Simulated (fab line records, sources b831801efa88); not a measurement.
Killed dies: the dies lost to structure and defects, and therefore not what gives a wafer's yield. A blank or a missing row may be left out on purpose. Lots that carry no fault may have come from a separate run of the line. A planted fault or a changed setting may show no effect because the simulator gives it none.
fab line records | flow gf180mcu
[record] lots = 5 wafers = 23
route steps=602 shown V2@394 M3@412 V3@433 M4@460 V4@480
startH: the number of hours between the record's first day and the start of the first shown wafer of the lot | waitH: time in hours since the lot's previous step | " identical to the entry in the row above | L1.1+2: several wafers, shown together as one row | - no value present, or no start provided | * or withheld: withheld | < > ~ a bound
route shown NAME@n: a module of which the file shows steps, and the number in the route of the first | usual: the fault-free wafers' mean and standard deviation | same: alike in all rows | chamber/n: place in a boat | sites: the reading at each site | _std_site: their standard deviation | _edge_site: inner sites' mean taken away from outer sites' mean | radiusMm: how far each site lies from the wafer's centre | mask NAME#n: copy n | behind: tool/chamber where the wafer was last shaped | hold: what put the lot on hold/how long, in hours/how the hold closed | device: which transistor (n, p or np) failed to switch | end of line: at the end of the route, the tests of the same wafers | where a step has no rows: the recipe by itself | killed: the dies lost at the first sort to structure and to defects; this is not the yield of the wafer | map: dies across one wafer; x = killed, . = not, _ = none there
set.NAME: the run value of the setting; set.NAME@STEP: its run value at that earlier step | model.NAME: the simulator's own value behind a step, which no gauge read
lots run with intentionally changed settings; tables by step, rows by wafer
[[steps]]
[step GF_V2_PEB_12]
[recipe] pebTempC = 135 pebTimeS = 90 resist = KrF
// columns lot.wafer tool chamber startH waitH set.pebTempC
L076.1+5 lithoTrack-03 0 - - 137.8
L076.3+4+6 " 0 " " 135
L077.1+3 lithoTrack-04 0 - - 131.1
L077.4+5+6 " 0 " " 135
L079.1+4+5 lithoTrack-04 0 - - 131.2
L079.2+3 " 0 " " 135
L080.1+2+5 lithoTrack-01 0 - - 137.2
L080.4+6 " 0 " " 135
L082.2+5+6 lithoTrack-04 0 - - 135
[step GF_V2_DEVELOP_13]
[recipe] developTimeS = 60 resist = KrF devTempC = 21
[step GF_V2_CD_MEAS_14]
[recipe] targetCdNm = 260
[usual] cdNm = 260.3/1.4
// columns lot.wafer tool chamber startH waitH set.pebTempC@V2_PEB_12 cdNm
L076.1 cdSem-02 - 482.78 0.1 137.8 268.1
L076.3 " - " " 135 260.4
L076.4 " - " " 135 260.4
L076.5 " - " " 137.8 268.1
L076.6 " - " " 135 261.4
L077.1 cdSem-02 - 501.06 0.1 131.1 247.0
L077.3 " - " " 131.1 247.5
L077.4 " - " " 135 259.9
L077.5 " - " " 135 259.1
L077.6 " - " " 135 259.8
L079.1 cdSem-01 - 519.86 0.1 131.2 247.3
L079.2 " - " " 135 259.9
L079.3 " - " " 135 258.0
L079.4 " - " " 131.2 246.8
L079.5 " - " " 131.2 246.7
L080.1 cdSem-02 - 526.82 0.1 137.2 266.6
L080.2 " - " " 137.2 267.9
L080.4 " - " " 135 261.9
L080.5 " - " " 137.2 268.2
L080.6 " - " " 135 262.7
L082.2 cdSem-01 - 548.93 0.1 135 260.1
L082.5 " - " " 135 261.0
L082.6 " - " " 135 260.2
[step GF_V2_ETCH_16]
[recipe] chemistry = N2/H2 targetDepthA = withheld overetchA = withheld timeS = withheld target = BARC ionEnergyEv = 200 sourceW = 500 biasW = 100 pressureMtorr = 30 n2FlowSccm = 100 h2FlowSccm = 200
// columns lot.wafer tool chamber startH waitH set.pebTempC@V2_PEB_12 model.V2.cdNm
L076.1 rieDiel-02 3 482.93 0.0 137.8 269
L076.3 " 2 " " 135 261.2
L076.4 " 0 " " 135 260.3
L076.5 " 3 " " 137.8 267.8
L076.6 " 2 " " 135 261.3
L077.1 rieDiel-04 2 501.21 0.0 131.1 246.4
L077.3 " 3 " " 131.1 248.6
L077.4 " 0 " " 135 260
L077.5 " 0 " " 135 259.6
L077.6 " 3 " " 135 260.3
L079.1 rieDiel-02 1 520.01 0.0 131.2 246.9
L079.2 " 2 " " 135 260.8
L079.3 " 0 " " 135 258
L079.4 " 3 " " 131.2 247.6
L079.5 " 1 " " 131.2 246.3
L080.1 rieDiel-01 1 526.98 0.0 137.2 267.8
L080.2 " 3 " " 137.2 269.1
L080.4 " 2 " " 135 261.8
L080.5 " 3 " " 137.2 268.8
L080.6 " 2 " " 135 262.3
L082.2 rieDiel-01 1 549.06 0.0 135 261.2
L082.5 " 1 " " 135 262.3
L082.6 " 0 " " 135 260.6
[step GF_V2_ETCH_17]
[recipe] chemistry = C4F8/O2/Ar maskMaterial = KrF target = SiO2 stopOn = TiN sourceW = 1500 biasW = 1200 pressureMtorr = 40 c4f8FlowSccm = withheld O2_flow_sccm = 6 Ar_flow_sccm = 300 timeS = withheld targetDepthA = 6300
[usual] oesProductAu = 0.856/0.005
// columns lot.wafer tool chamber startH waitH set.leaveAboveRefNm@V2_CMP_04 oesProductAu model.V2.featureDepthNm
L076.1 rieDiel-02 3 - - 632.5 0.864 632.1
L076.3 " 2 " " 674.5 0.894 674.9
L076.4 " 0 " " 674.5 0.883 672.9
L076.5 " 3 " " 674.5 0.886 674.1
L076.6 " 2 " " 632.5 0.850 631.7
L077.1 rieDiel-04 2 - - 632.5 0.852 631.6
L077.3 " 3 " " 585.4 0.813 586.5
L077.4 " 0 " " 632.5 0.858 632.2
L077.5 " 0 " " 585.4 0.815 586.2
L077.6 " 3 " " 632.5 0.857 633.3
L079.1 rieDiel-02 1 - - 669 0.892 670
L079.2 " 2 " " 632.5 0.856 632.1
L079.3 " 0 " " 669 0.879 668.4
L079.4 " 3 " " 632.5 0.856 631.1
L079.5 " 1 " " 669 0.881 668.7
L080.1 rieDiel-01 1 - - 632.5 0.865 633.9
L080.2 " 3 " " 632.5 0.862 634
L080.4 " 2 " " 632.5 0.856 634.5
L080.5 " 3 " " 632.5 0.853 633
L080.6 " 2 " " 632.5 0.856 634.3
L082.2 rieDiel-01 1 - - 632.5 0.858 633.9
L082.5 " 1 " " 632.5 0.853 632.4
L082.6 " 0 " " 632.5 0.850 632.5
[step GF_V2_SPUTTER_21]
[recipe] material = Ti targetThkNm = 15 chamberPressurePa = 5 powerW = 2500 substrateTempC = 200 timeS = 80.02
// columns lot.wafer tool chamber startH waitH set.timeS model.Ti_of_V2_SPUTTER_21.thkNm
L076.1 pvdSputter-04 - 483.59 0.0 86.82 16.43
L076.3 " - " " 80.02 15.02
L076.4 " - " " 86.82 16.12
L076.5 " - " " 80.02 14.95
L076.6 " - " " 80.02 15.18
L077.1 pvdSputter-04 - 501.93 0.0 88.16 16.68
L077.3 " - " " 80.02 14.99
L077.4 " - " " 88.16 16.46
L077.5 " - " " 80.02 15.1
L077.6 " - " " 80.02 14.88
L079.1 pvdSputter-04 - 520.72 0.0 80.02 15.13
L079.2 " - " " 80.02 14.98
L079.3 " - " " 80.02 15.15
L079.4 " - " " 80.02 15.44
L079.5 " - " " 80.02 15.01
L080.1 pvdSputter-01 - 527.75 0.0 80.02 15.17
L080.2 " - " " 80.02 15.12
L080.4 " - " " 85.99 16.33
L080.5 " - " " 85.99 16.19
L080.6 " - " " 80.02 15.25
L082.2 pvdSputter-02 - 549.73 0.0 80.02 15.3
L082.5 " - " " 80.02 15.28
L082.6 " - " " 80.02 15.14
[step GF_M3_SPUTTER_03]
[recipe] material = Ti targetThkNm = 10 substrateTempC = 300 chamberPressurePa = 0.3 powerW = 3000 timeS = 6.7
// columns lot.wafer tool chamber startH waitH set.powerW model.Ti_of_M3_SPUTTER_03.thkNm
L076.1 pvdSputter-01 - 484.45 0.0 2780 9.439
L076.3 " - " " 2780 9.554
L076.4 " - " " 2780 9.578
L076.5 " - " " 3000 10.3
L076.6 " - " " 3000 10.36
L077.1 pvdSputter-02 - 502.84 0.0 3000 9.997
L077.3 " - " " 3000 10.09
L077.4 " - " " 3000 9.928
L077.5 " - " " 3000 9.847
L077.6 " - " " 3000 10.05
L079.1 pvdSputter-01 - 521.57 0.0 3000 10.22
L079.2 " - " " 3091 10.16
L079.3 " - " " 3091 10.33
L079.4 " - " " 3091 10.48
L079.5 " - " " 3000 10.02
L080.1 pvdSputter-02 - 528.60 0.0 2679 8.83
L080.2 " - " " 3000 10.08
L080.4 " - " " 3000 9.926
L080.5 " - " " 2679 8.88
L080.6 " - " " 2679 8.908
L082.2 pvdSputter-01 - 550.60 0.0 3000 9.978
L082.5 " - " " 3000 9.693
L082.6 " - " " 3000 9.897
[step GF_M3_METAL_ETCH_16]
[recipe] chemistry = Cl2/BCl3 maskMaterial = KrF targetDepthNm = 627.5 stopOn = SiO2 pressureMtorr = 8 icpW = 800 biasW = 140 Cl2_flow_sccm = 80 bcl3FlowSccm = 40 timeS = 104.6
// columns lot.wafer tool chamber startH waitH set.icpW model.M3.featureDepthNm model.KrF_of_M3_COAT_09.thkNm
L076.1+3 rieMetal-03 1,0 507.78 0.0 800 - -
L076.4 " 1 " " 835.2 - -
L076.5 " 1 " " 835.2 603.1 739
L076.6 " 0 " " 835.2 604.3 726
L077.1 rieMetal-04 1 525.13 0.0 800 601.1 735.2
L077.3 " 0 " " 800 599.7 741.7
L077.4 " 1 " " 758 605.9 749.6
L077.5 " 1 " " 800 604.1 736.5
L077.6 " 0 " " 758 590.1 752
L079.1 rieMetal-02 0 543.97 0.0 711.6 572 759.4
L079.2 " 1 " " 800 605.7 734.3
L079.3 " 0 " " 711.6 567.1 760.5
L079.4 " 1 " " 800 601.8 730
L079.5 " 1 " " 800 604.9 733.2
L080.1 rieMetal-03 1 550.87 0.0 800 - -
L080.2 " 0 " " 800 602.2 739.3
L080.4 " 1 " " 835.5 608.7 727.8
L080.5+6 " 1,0 " " 835.5 - -
L082.2 rieMetal-04 0 572.38 0.0 800 599.6 739.5
L082.5 " 1 " " 800 604.8 735.6
L082.6 " 0 " " 800 599.7 738
[step GF_M3_STRIP_17]
[recipe] chemistry = O2/N2 powerW = 1400 pressureMtorr = 1500 platenTempC = 250 o2FlowSccm = 3000 n2FlowSccm = 300 overashFraction = 0.5
[usual] stripTimeToEndpointS = 7.89/0.036
// columns lot.wafer tool chamber startH waitH set.icpW@M3_METAL_ETCH_16 stripTimeToEndpointS
L076.1 plasmaAsher-02 0 507.89 0.1 800 7.95
L076.3 " 1 " " 800 7.90
L076.4 " 0 " " 835.2 7.86
L076.5 " 1 " " 835.2 7.91
L076.6 " 0 " " 835.2 7.79
L077.1 plasmaAsher-01 0 525.24 0.1 800 7.87
L077.3 " 0 " " 800 7.94
L077.4 " 1 " " 758 8.01
L077.5 " 0 " " 800 7.89
L077.6 " 1 " " 758 8.05
L079.1 plasmaAsher-03 0 544.09 0.1 711.6 8.11
L079.2 " 1 " " 800 7.87
L079.3 " 1 " " 711.6 8.11
L079.4 " 0 " " 800 7.83
L079.5 " 0 " " 800 7.86
L080.1 plasmaAsher-02 0 550.99 0.1 800 7.90
L080.2 " 1 " " 800 7.91
L080.4 " 0 " " 835.5 7.82
L080.5 " 0 " " 835.5 7.83
L080.6 " 1 " " 835.5 7.78
L082.2 plasmaAsher-02 1 572.49 0.1 800 7.94
L082.5 " 0 " " 800 7.86
L082.6 " 1 " " 800 7.90
[step GF_V3_CMP_04]
[recipe] material = SiO2 downForcePsi = 4 platenRpm = 60 padVelocityMS = 0.94248
// columns lot.wafer tool chamber startH waitH set.leaveAboveRefNm model.SiO2_of_V3_CVD_02.thkNm
L076.1 cmp-01 0 509.04 0.1 632.5 632.3
L076.4 " 2 " " 632.5 633.2
L076.3 " 3 " " 673.4 673.8
L076.6 " 0 " " 673.4 672.7
L076.5 " 1 " " 632.5 632.4
L077.4 cmp-01 3 526.16 0.0 632.5 633.9
L077.3 " 0 " " 632.5 632.5
L077.1 " 2 " " 586.3 584.9
L077.6 " 3 " " 586.3 587.2
L077.5 " 0 " " 632.5 632
L079.1 cmp-01 0 544.89 0.1 632.5 630.2
L079.2 " 1 " " 632.5 630.4
L079.3 " 2 " " 632.5 630
L079.4 " 3 " " 632.5 631.4
L079.5 " 1 " " 632.5 629.9
L080.4 cmp-01 2 551.78 0.0 671.5 670
L080.2 " 0 " " 632.5 631.6
L080.1 " 1 " " 671.5 670.2
L080.5 " 2 " " 671.5 669.4
L080.6 " 3 " " 632.5 634
L082.2 cmp-02 2 573.39 0.1 632.5 632.3
L082.6 " 2 " " 632.5 632.4
L082.5 " 3 " " 632.5 633.8
[step GF_V3_DEVELOP_13]
[recipe] developTimeS = 60 resist = KrF devTempC = 21
// columns lot.wafer tool chamber startH waitH set.devTempC
L076.1+3+6 lithoTrack-04 0 531.76 0.2 22.47
L076.4+5 " 0 " " 21
L077.1+5+6 lithoTrack-04 0 548.41 0.2 21
L077.3+4 " 0 " " 24.38
L079.1+2+5 lithoTrack-04 0 567.16 0.2 21
L079.3+4 " 0 " " 18.28
L080.1+5 lithoTrack-02 0 573.27 0.2 21
L080.2+4+6 " 0 " " 19.79
L082.2+5+6 lithoTrack-02 0 593.44 0.2 21
[step GF_V3_ETCH_16]
[recipe] chemistry = N2/H2 targetDepthA = withheld overetchA = withheld timeS = withheld target = BARC ionEnergyEv = 200 sourceW = 500 biasW = 100 pressureMtorr = 30 n2FlowSccm = 100 h2FlowSccm = 200
[step GF_V3_ETCH_17]
[recipe] chemistry = C4F8/O2/Ar maskMaterial = KrF target = SiO2 stopOn = TiN sourceW = 1500 biasW = 1200 pressureMtorr = 40 c4f8FlowSccm = withheld O2_flow_sccm = 6 Ar_flow_sccm = 300 timeS = withheld targetDepthA = 6350
[usual] oesProductAu = 0.856/0.0045
// columns lot.wafer tool chamber startH waitH set.leaveAboveRefNm@V3_CMP_04 oesProductAu model.V3.featureDepthNm
L076.1 rieDiel-01 0 - - 632.5 0.853 632.3
L076.3 " 2 " " 673.4 0.884 673.8
L076.4 " 0 " " 632.5 0.858 633.2
L076.5 " 2 " " 632.5 0.864 632.4
L076.6 " 1 " " 673.4 0.896 672.7
L077.1 rieDiel-03 3 - - 586.3 0.821 584.9
L077.3 " 2 " " 632.5 0.849 632.5
L077.4 " 1 " " 632.5 0.855 633.9
L077.5 " 1 " " 632.5 0.851 632
L077.6 " 0 " " 586.3 0.820 587.2
L079.1 rieDiel-03 2 - - 632.5 0.855 630.2
L079.2 " 0 " " 632.5 0.847 630.4
L079.3 " 3 " " 632.5 0.854 630
L079.4 " 3 " " 632.5 0.855 631.4
L079.5 " 0 " " 632.5 0.861 629.9
L080.1 rieDiel-03 3 - - 671.5 0.886 670.2
L080.2 " 2 " " 632.5 0.862 631.6
L080.4 " 1 " " 671.5 0.885 670
L080.5 " 2 " " 671.5 0.878 669.4
L080.6 " 1 " " 632.5 0.861 634
L082.2 rieDiel-02 2 - - 632.5 0.848 632.3
L082.5 " 3 " " 632.5 0.857 633.8
L082.6 " 0 " " 632.5 0.851 632.4
[step GF_V3_SPUTTER_22]
[recipe] material = TiN targetThkNm = 10 chamberPressurePa = 5 powerW = 4000 timeS = 40
// columns lot.wafer tool chamber startH waitH set.chamberPressurePa model.TiN_of_V3_SPUTTER_22.thkNm
L076.1 pvdSputter-04 - 532.79 0.0 4.26 11.57
L076.3 " - " " 4.26 11.32
L076.4 " - " " 4.26 11.5
L076.5 " - " " 4.26 11.42
L076.6 " - " " 4.26 11.33
L077.1 pvdSputter-04 - 549.78 0.0 5.43 9.204
L077.3 " - " " 5.43 9.255
L077.4 " - " " 5.43 8.996
L077.5 " - " " 5.43 9.163
L077.6 " - " " 5.43 9.175
L079.1 pvdSputter-01 - 568.20 0.0 5.471 9.197
L079.2 " - " " 5.471 9.189
L079.3 " - " " 5.471 9.387
L079.4 " - " " 5.471 9.088
L079.5 " - " " 5.471 9.144
L080.1 pvdSputter-01 - 574.30 0.0 4.683 10.39
L080.2+6 " - " " 4.683 10.54
L080.4 " - " " 4.683 10.34
L080.5 " - " " 4.683 10.41
L082.2 pvdSputter-04 - 594.48 0.0 5 9.977
L082.5 " - " " 5 9.97
L082.6 " - " " 5 9.803
[step GF_M4_SPUTTER_04]
[recipe] material = TiN targetThkNm = 50 powerW = 6500 timeS = 41.7 chamberPressurePa = 0.4
// columns lot.wafer tool chamber startH waitH set.timeS model.TiN_of_M4_SPUTTER_04.thkNm
L076.1 pvdSputter-02 - 533.60 0.0 41.7 49.91
L076.3 " - " " 44.75 53.37
L076.4 " - " " 44.75 52.93
L076.5 " - " " 41.7 49.27
L076.6 " - " " 44.75 53.77
L077.1 pvdSputter-03 - 550.59 0.0 44.72 53.12
L077.3 " - " " 44.72 53.41
L077.4 " - " " 44.72 53.67
L077.5 " - " " 41.7 49.25
L077.6 " - " " 41.7 49.26
L079.1 pvdSputter-04 - 569.01 0.0 36.25 43.26
L079.2 " - " " 41.7 49.51
L079.3 " - " " 36.25 43.82
L079.4 " - " " 36.25 43.89
L079.5 " - " " 41.7 50.99
L080.1 pvdSputter-03 - 575.11 0.0 41.7 50.01
L080.2 " - " " 41.7 49.67
L080.4 " - " " 45.37 54.05
L080.5 " - " " 45.37 53.79
L080.6 " - " " 41.7 49.6
L082.2 pvdSputter-03 - 595.29 0.0 41.7 50.26
L082.5 " - " " 41.7 49.83
L082.6 " - " " 41.7 50.05
[step GF_V4_CMP_04]
[recipe] material = SiO2 downForcePsi = 4 platenRpm = 60 padVelocityMS = 0.94248
// columns lot.wafer tool chamber startH waitH set.leaveAboveRefNm model.SiO2_of_V4_CVD_02.thkNm
L076.3 cmp-01 0 556.28 0.0 615.4 615.3
L076.1 " 1 " " 615.4 614.5
L076.4 " 2 " " 615.4 614.7
L076.6 " 0 " " 632.5 632.1
L076.5 " 1 " " 632.5 632.4
L077.4 cmp-01 1 573.37 0.1 632.5 632
L077.1 " 2 " " 632.5 632.1
L077.3 " 3 " " 648.1 648.6
L077.5 " 1 " " 648.1 648.3
L077.6 " 2 " " 632.5 631.2
L079.2 cmp-01 2 590.23 0.0 632.5 632.3
L079.3 " 3 " " 632.5 633.4
L079.4 " 0 " " 632.5 631.3
L079.1 " 1 " " 650 648.9
L079.5 " 3 " " 650 651.5
L080.4 cmp-01 2 597.27 0.1 606.5 605.1
L080.2 " 3 " " 632.5 633.9
L080.1 " 0 " " 606.5 605.5
L080.6 " 1 " " 632.5 631.7
L080.5 " 2 " " 632.5 631.5
L082.2 cmp-01 2 616.93 0.1 632.5 630.2
L082.5+6 " 1,2 " " 632.5 631
[step GF_V4_ETCH_16]
[recipe] chemistry = N2/H2 targetDepthA = withheld overetchA = withheld timeS = withheld target = BARC ionEnergyEv = 200 sourceW = 500 biasW = 100 pressureMtorr = 30 n2FlowSccm = 100 h2FlowSccm = 200
// columns lot.wafer tool chamber startH waitH set.ionEnergyEv
L076.1+6 rieDiel-02 1 578.13 0.0 186.5
L076.3+4+5 " 1,3,3 " " 200
L077.1+5 rieDiel-03 2 593.38 0.0 180.7
L077.3+4+6 " 1,0,1 " " 200
L079.1+4 rieDiel-02 2,1 611.53 0.0 200
L079.2+3+5 " 0,3,1 " " 221.1
L080.1+2+4 rieDiel-03 2,0,3 618.03 0.0 215.1
L080.5+6 " 0,1 " " 200
L082.2+5+6 rieDiel-03 2,1,2 637.38 0.0 200
[step GF_V4_ETCH_17]
[recipe] chemistry = C4F8/O2/Ar maskMaterial = KrF target = SiO2 stopOn = TiN sourceW = 1500 biasW = 1200 pressureMtorr = 40 c4f8FlowSccm = withheld O2_flow_sccm = 6 Ar_flow_sccm = 300 timeS = withheld targetDepthA = 6300
[usual] oesProductAu = 0.856/0.0047
// columns lot.wafer tool chamber startH waitH set.leaveAboveRefNm@V4_CMP_04 oesProductAu model.V4.featureDepthNm
L076.1 rieDiel-02 1 - - 615.4 0.841 614.5
L076.3 " 1 " " 615.4 0.842 615.3
L076.4 " 3 " " 615.4 0.845 614.7
L076.5 " 3 " " 632.5 0.856 632.4
L076.6 " 1 " " 632.5 0.851 632.1
L077.1 rieDiel-03 2 - - 632.5 0.859 632.1
L077.3 " 1 " " 648.1 0.864 648.6
L077.4 " 0 " " 632.5 0.857 632
L077.5 " 2 " " 648.1 0.874 648.3
L077.6 " 1 " " 632.5 0.860 631.2
L079.1 rieDiel-02 2 - - 650 0.867 648.9
L079.2 " 0 " " 632.5 0.852 632.3
L079.3 " 3 " " 632.5 0.854 633.4
L079.4 " 1 " " 632.5 0.848 631.3
L079.5 " 1 " " 650 0.878 651.5
L080.1 rieDiel-03 2 - - 606.5 0.840 605.5
L080.2 " 0 " " 632.5 0.863 633.9
L080.4 " 3 " " 606.5 0.833 605.1
L080.5 " 0 " " 632.5 0.856 631.5
L080.6 " 1 " " 632.5 0.849 631.7
L082.2 rieDiel-03 2 - - 632.5 0.852 630.2
L082.5 " 1 " " 632.5 0.861 631
L082.6 " 2 " " 632.5 0.856 631
[step GF_V4_SPUTTER_22]
[recipe] material = TiN targetThkNm = 10 chamberPressurePa = 5 powerW = 4000 timeS = 40
// columns lot.wafer tool chamber startH waitH set.powerW model.TiN_of_V4_SPUTTER_22.thkNm
L076.1 pvdSputter-04 - 578.92 0.0 3647 8.951
L076.3 " - " " 3647 9.237
L076.4 " - " " 4000 9.964
L076.5 " - " " 4000 10
L076.6 " - " " 3647 9.025
L077.1 pvdSputter-01 - 594.10 0.0 4000 10.18
L077.3 " - " " 3804 9.825
L077.4 " - " " 4000 10.23
L077.5 " - " " 3804 9.691
L077.6 " - " " 3804 9.681
L079.1 pvdSputter-01 - 612.29 0.0 4000 10.03
L079.2 " - " " 4000 10.06
L079.3 " - " " 4439 11.28
L079.4 " - " " 4439 11.3
L079.5 " - " " 4000 10.25
L080.1 pvdSputter-01 - 618.76 0.0 4365 11.17
L080.2 " - " " 4000 10.36
L080.4 " - " " 4365 11.08
L080.5 " - " " 4365 11.23
L080.6 " - " " 4000 10.22
L082.2 pvdSputter-02 - 638.10 0.0 4000 10.05
L082.5 " - " " 4000 9.898
L082.6 " - " " 4000 10.09
[[key]]
[split] step = GF_V2_PEB_12 setting = pebTempC stated = 135 by = wafer
[response] step = GF_V2_CD_MEAS_14 reading = cdNm change = +4.01 per = 1% r = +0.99
[response] step = GF_V2_ETCH_16 reading = model.V2.cdNm change = +4.19 per = 1% r = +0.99
[split] step = GF_V2_SPUTTER_21 setting = timeS stated = 80.02 by = wafer
[response] step = GF_V2_SPUTTER_21 reading = model.Ti_of_V2_SPUTTER_21.thkNm change = +0.149 per = 1% r = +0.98
[split] step = GF_M3_SPUTTER_03 setting = powerW stated = 3000 by = wafer
[response] step = GF_M3_SPUTTER_03 reading = model.Ti_of_M3_SPUTTER_03.thkNm change = +0.105 per = 1% r = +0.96
[split] step = GF_M3_METAL_ETCH_16 setting = icpW stated = 800 by = wafer
[response] step = GF_M3_METAL_ETCH_16 reading = model.M3.featureDepthNm change = +2.62 per = 1% r = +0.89
[response] step = GF_M3_METAL_ETCH_16 reading = model.KrF_of_M3_COAT_09.thkNm change = -2.49 per = 1% r = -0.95
[response] step = GF_M3_STRIP_17 reading = stripTimeToEndpointS change = * per = 1% r = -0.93
[split] step = GF_V3_CMP_04 setting = leaveAboveRefNm stated = 632.5 by = wafer
[response] step = GF_V3_CMP_04 reading = model.SiO2_of_V3_CVD_02.thkNm change = +6.25 per = 1% r = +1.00
[response] step = GF_V3_ETCH_17 reading = oesProductAu change = +0.00421 per = 1% r = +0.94
[response] step = GF_V3_ETCH_17 reading = model.V3.featureDepthNm change = +6.25 per = 1% r = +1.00
[split] step = GF_V3_DEVELOP_13 setting = devTempC stated = 21 by = wafer
response none clear
[split] step = GF_V3_SPUTTER_22 setting = chamberPressurePa stated = 5 by = lot
[response] step = GF_V3_SPUTTER_22 reading = model.TiN_of_V3_SPUTTER_22.thkNm change = -0.0919 per = 1% r = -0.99
[split] step = GF_M4_SPUTTER_04 setting = timeS stated = 41.7 by = wafer
[response] step = GF_M4_SPUTTER_04 reading = model.TiN_of_M4_SPUTTER_04.thkNm change = +0.509 per = 1% r = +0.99
[split] step = GF_V4_CMP_04 setting = leaveAboveRefNm stated = 632.5 by = wafer
[response] step = GF_V4_CMP_04 reading = model.SiO2_of_V4_CVD_02.thkNm change = +6.56 per = 1% r = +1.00
[response] step = GF_V4_ETCH_17 reading = oesProductAu change = +0.00506 per = 1% r = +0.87
[response] step = GF_V4_ETCH_17 reading = model.V4.featureDepthNm change = +6.56 per = 1% r = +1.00
[split] step = GF_V4_ETCH_16 setting = ionEnergyEv stated = 200 by = wafer
response none clear
[split] step = GF_V4_SPUTTER_22 setting = powerW stated = 4000 by = wafer
[response] step = GF_V4_SPUTTER_22 reading = model.TiN_of_V4_SPUTTER_22.thkNm change = +0.102 per = 1% r = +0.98
split outsideThisFile step=GF_V2_CMP_04 setting=leaveAboveRefNm
// split outsideThisFile: this setting was split too, and the file shows its column; the key of that split is in another file
